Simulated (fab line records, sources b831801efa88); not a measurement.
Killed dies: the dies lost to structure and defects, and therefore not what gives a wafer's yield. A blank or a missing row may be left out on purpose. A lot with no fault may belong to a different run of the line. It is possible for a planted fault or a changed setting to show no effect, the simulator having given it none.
Which tool was responsible?    flow sky130    15 lots, 45 wafers sampled, at 5 steps of a route of 708

== WHAT EACH GAUGE READ, for each wafer ==
The record holds no reading of a measuring or inspecting step that can be judged against a usual standard deviation.

== WHAT TOOL EACH LOT RAN ON (gives the tool, then ch and the chambers of the sampled wafers, and finally the start) ==
lot   SKY_METAL4_DESCUM_15               SKY_VIA4_CMP_02                SKY_VIA4_ETCH_12                    SKY_VIA4_STRIP_13                     SKY_VIA4_CMP_21
L851  rie-metal-04 ch 0,1, day 41 07:47  cmp-02 ch 0,1,2, day 41 09:02  rie-diel-04 ch 0,2,3, day 42 08:58  plasma-asher-02 ch 0,1, day 42 09:02  cmp-01 ch 1,2,3, day 42 10:02
L853  rie-metal-03 ch 0,1, day 42 08:14  cmp-02 ch 1,2,3, day 42 09:23  rie-diel-02 ch 1,2,3, day 43 09:10  plasma-asher-02 ch 0,1, day 43 09:14  cmp-01 ch 0,2,3, day 43 10:24
L855  rie-metal-03 ch 0,1, day 42 18:17  cmp-01 ch 0,1,3, day 42 19:57  rie-diel-02 ch 0,2,3, day 43 19:07  plasma-asher-03 ch 0,1, day 43 19:11  cmp-02 ch 1,2, day 43 20:10
L856  rie-metal-03 ch 0,1, day 43 08:05  cmp-02 ch 1,2,3, day 43 09:20  rie-diel-03 ch 0,1,3, day 44 07:58  plasma-asher-01 ch 0,1, day 44 08:02  cmp-02 ch 0,1, day 44 09:01
L858  rie-metal-04 ch 0,1, day 43 22:53  cmp-02 ch 0,1, day 44 00:02    rie-diel-04 ch 1,2,3, day 44 22:07  plasma-asher-03 ch 0,1, day 44 22:11  cmp-01 ch 1,2,3, day 44 23:11
L860  rie-metal-01 ch 0,1, day 44 23:17  cmp-01 ch 1,2,3, day 45 00:32  rie-diel-02 ch 1,2,3, day 45 21:10  plasma-asher-02 ch 0,1, day 45 21:14  cmp-02 ch 0,1,2, day 45 22:19
L862  rie-metal-01 ch 0,1, day 45 03:53  cmp-02 ch 0,1,2, day 45 05:29  rie-diel-02 ch 0,1,3, day 46 02:58  plasma-asher-03 ch 0,1, day 46 03:02  cmp-02 ch 1,2,3, day 46 08:22
L864  rie-metal-03 ch 0,1, day 45 09:39  cmp-02 ch 0,1, day 45 10:55    rie-diel-04 ch 2,3, day 46 07:49    plasma-asher-02 ch 0,1, day 46 07:56  cmp-02 ch 0,1,3, day 46 10:52
L863  rie-metal-04 ch 0,1, day 45 12:35  cmp-02 ch 0,2,3, day 45 13:49  rie-diel-03 ch 0,3, day 46 09:58    plasma-asher-03 ch 0,1, day 46 10:02  cmp-02 ch 0,1,3, day 46 11:43
L867  rie-metal-04 ch 0,1, day 46 07:23  cmp-01 ch 0,1,2, day 46 10:31  rie-diel-03 ch 1,2,3, day 47 06:40  plasma-asher-03 ch 0,1, day 47 06:45  cmp-02 ch 0,2, day 47 07:53
L868  rie-metal-03 ch 0,1, day 46 14:31  cmp-01 ch 0,2,3, day 46 16:07  rie-diel-03 ch 0,1, day 47 12:01    plasma-asher-03 ch 0,1, day 47 12:07  cmp-02 ch 0,3, day 47 13:05
L869  rie-metal-04 ch 0,1, day 46 18:05  cmp-01 ch 0,1,2, day 46 19:17  rie-diel-03 ch 0,1, day 47 15:01    plasma-asher-03 ch 0,1, day 47 15:05  cmp-02 ch 1,2, day 47 16:16
L870  rie-metal-03 ch 0,1, day 46 19:05  cmp-02 ch 0,2, day 46 20:16    rie-diel-02 ch 1,2, day 47 15:40    plasma-asher-02 ch 0,1, day 47 15:44  cmp-02 ch 0,1,2, day 47 17:00
L871  rie-metal-04 ch 0,1, day 47 01:14  cmp-02 ch 0,1,3, day 47 02:28  rie-diel-02 ch 0,1,2, day 47 22:16  plasma-asher-03 ch 0,1, day 47 22:21  cmp-02 ch 0,1,3, day 47 23:22
L874  rie-metal-03 ch 1, day 48 00:08    cmp-01 ch 0,1,2, day 48 01:27  rie-diel-03 ch 0,2, day 48 20:04    plasma-asher-02 ch 0,1, day 48 20:09  cmp-02 ch 0,1, day 48 21:11
- SKY_METAL4_DESCUM_15: chemistry O2, time 8 s.
- SKY_VIA4_CMP_02: polishes SiO2.
- SKY_VIA4_ETCH_12: etches SiO2 in C4F8/O2/Ar, stops on TiN, target depth 580 nm.
- SKY_VIA4_STRIP_13: strips in O2/N2.
- SKY_VIA4_CMP_21: polishes, stops on SiO2, t overpolish 25 s, target thk 0 nm.

== AS READ BY THE TOOLS THEMSELVES (means over the sampled wafers that have a number; for cases with no such wafer, the mark the record gives instead) ==
SKY_METAL4_DESCUM_15.
lot   tool          drypump-motor-current-A (A)  oes-product-au (a.u.)
L851  rie-metal-04  6.1                          1.015
L853  rie-metal-03  5.5                          1.007
L855  rie-metal-03  5.5                          0.999
L856  rie-metal-03  5.6                          1.003
L858  rie-metal-04  6.1                          1.016
L860  rie-metal-01  5.9                          0.985
L862  rie-metal-01  5.9                          0.991
L864  rie-metal-03  5.6                          0.999
L863  rie-metal-04  6.1                          1.018
L867  rie-metal-04  6.0                          1.007
L868  rie-metal-03  5.5                          1.000
L869  rie-metal-04  6.1                          1.012
L870  rie-metal-03  5.5                          1.008
L871  rie-metal-04  6.0                          1.012
L874  rie-metal-03  5.6                          0.995

SKY_VIA4_CMP_02.
lot   tool    motor-current-A (A)
L851  cmp-02  11.8
L853  cmp-02  12.5
L855  cmp-01  12.3
L856  cmp-02  13.0
L858  cmp-02  11.9
L860  cmp-01  13.2
L862  cmp-02  12.0
L864  cmp-02  12.1
L863  cmp-02  13.4
L867  cmp-01  12.7
L868  cmp-01  13.4
L869  cmp-01  12.8
L870  cmp-02  12.6
L871  cmp-02  12.6
L874  cmp-01  12.6

SKY_VIA4_ETCH_12.
lot   tool         bias-w (W)  chamber-pressure-mTorr (mTorr)  oes-product-au (a.u.)
L851  rie-diel-04  1198        40.00                           0.928
L853  rie-diel-02  1199        40.03                           0.932
L855  rie-diel-02  1199        39.99                           0.921
L856  rie-diel-03  1201        39.98                           0.920
L858  rie-diel-04  1204        39.99                           0.925
L860  rie-diel-02  1198        39.99                           0.924
L862  rie-diel-02  1202        40.01                           0.927
L864  rie-diel-04  1203        39.99                           0.924
L863  rie-diel-03  1202        40.01                           0.925
L867  rie-diel-03  -           -                               -
L868  rie-diel-03  -           -                               -
L869  rie-diel-03  -           -                               -
L870  rie-diel-02  1200        40.01                           0.928
L871  rie-diel-02  1198        40.02                           0.925
L874  rie-diel-03  1200        39.97                           0.926

SKY_VIA4_STRIP_13.
lot   tool             drypump-motor-current-A (A)  oes-product-au (a.u.)  strip-time-to-endpoint-s (s)
L851  plasma-asher-02  6.2                          0.708                  12.800
L853  plasma-asher-02  6.0                          0.711                  12.830
L855  plasma-asher-03  5.5                          0.711                  12.829
L856  plasma-asher-01  5.4                          0.715                  12.793
L858  plasma-asher-03  5.5                          0.713                  12.803
L860  plasma-asher-02  6.2                          0.709                  12.848
L862  plasma-asher-03  5.7                          0.704                  12.795
L864  plasma-asher-02  6.1                          0.710                  12.829
L863  plasma-asher-03  5.5                          0.708                  12.799
L867  plasma-asher-03  5.6                          0.717                  14.182
L868  plasma-asher-03  5.5                          0.715                  14.216
L869  plasma-asher-03  5.5                          0.714                  14.202
L870  plasma-asher-02  6.0                          0.710                  12.808
L871  plasma-asher-03  5.6                          0.709                  12.805
L874  plasma-asher-02  6.0                          0.707                  12.803

SKY_VIA4_CMP_21.
lot   tool    motor-current-A (A)
L851  cmp-01  12.2
L853  cmp-01  12.1
L855  cmp-02  10.8
L856  cmp-02  10.9
L858  cmp-01  12.1
L860  cmp-02  11.0
L862  cmp-02  11.4
L864  cmp-02  11.6
L863  cmp-02  11.6
L867  cmp-02  11.2
L868  cmp-02  12.2
L869  cmp-02  11.0
L870  cmp-02  11.0
L871  cmp-02  11.9
L874  cmp-02  11.4

== THE ANSWER, worked out from the rows above alone ==
Rule: usual is defined by the lots themselves. Put in order of their means at a reading, lots are off if they are a third of the lots or fewer, leave a main group of 4 or more, and stand apart from it by a gap of 3 or more times the standard deviation of the main group's means; of several such gaps the widest counts. Not used: any main group whose means are identical at the precision the tables above print for the reading. A lot without any number at a reading at which 4 lots or more have one is off too. The other lots that the step has rows for count as sound. First the gauges in route order, then the tools' own readings, where a lot's mean is used as printed above. At the first step where some lot is off, the reading lying furthest off is the one used; lots without a number count as furthest.
Off at SKY_VIA4_ETCH_12 (bias-w): L867, L868, L869. Without a number there: L867, L868, L869. For the main group the mean is 1200 W and the standard deviation 2.
If a tool, at that step or one of the process steps before it, ran each lot that is off and ran no sound lot following the first of them, it fits. Of those tried, none fits.

== WHAT THE SIMULATOR HAD INSERTED ==
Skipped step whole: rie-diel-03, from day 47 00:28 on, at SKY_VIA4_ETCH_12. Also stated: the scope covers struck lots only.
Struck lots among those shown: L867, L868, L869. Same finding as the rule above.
